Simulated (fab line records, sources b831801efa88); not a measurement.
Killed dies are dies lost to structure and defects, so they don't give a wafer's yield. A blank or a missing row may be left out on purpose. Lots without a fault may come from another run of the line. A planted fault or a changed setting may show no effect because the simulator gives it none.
Chamber matching | flow sky130 | SKY_VIA2_CMP_24 on cmp-02: 4 sister chambers
The step polishes, stops on SiO2, t overpolish 20 s, target thk 0 nm. 8 wafers are shown with their chamber, then 10 later ones without.

WAFERS WITH THEIR CHAMBER
wafer  | chamber | motor_current_A (A) | time_to_endpoint_s (s)
L081.5 | 0       | 12.6                | 101
L084.3 | 0       | 12.6                | 100
L086.1 | 1       | 10.5                | 95
L085.1 | 1       | 10.2                | 100
L085.2 | 3       | 12.3                | 98
L085.4 | 2       | 10.9                | 98
L090.2 | 3       | 11.7                | 99
L090.3 | 2       | 11.5                | 100

WAFERS WITHOUT THEIR CHAMBER
wafer  | motor_current_A (A) | time_to_endpoint_s (s)
L090.4 | 12.1                | 100
L091.2 | 12.2                | 104
L091.3 | 11.8                | 105
L091.5 | 10.4                | 107
L092.2 | 12.1                | 109
L092.4 | 12.0                | 99
L092.5 | 11.8                | 105
L096.1 | 10.2                | 105
L096.2 | 10.6                | 107
L096.6 | 10.1                | 104

WHICH CHAMBER EACH WENT THROUGH
wafer  | from the rows above          | in truth
L090.4 | can't be placed: 3 or 0      | 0
L091.2 | can't be placed: 0 or 3 or 2 | 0
L091.3 | can't be placed: 3 or 0 or 2 | 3
L091.5 | can't be placed: 2 or 1 or 3 | 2
L092.2 | can't be placed: 0 or 3 or 2 | 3
L092.4 | can't be placed: 3 or 0      | 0
L092.5 | can't be placed: 3 or 0 or 2 | 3
L096.1 | can't be placed: 1 or 2      | 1
L096.2 | can't be placed: 2 or 1 or 3 | 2
L096.6 | can't be placed: 1 or 2      | 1
Placed correctly: 0 of 10. Can't be placed from these rows: 10 (the true chamber is among the candidates in 10). Placed wrongly: 0.
How it was worked out, from the rows above alone: a wafer's distance from a chamber is the root of the sum, over the readings, of the square of ((its reading less the chamber's mean) divided by the reading's scatter). The wafer belongs to the nearest chamber; if the next one is less than 2 further off, it can't be placed. A chamber's mean is the mean of its shown wafers. The scatter: the root of (the sum of the squares of (reading less its chamber's mean) over the shown wafers, divided by (wafers less chambers)).
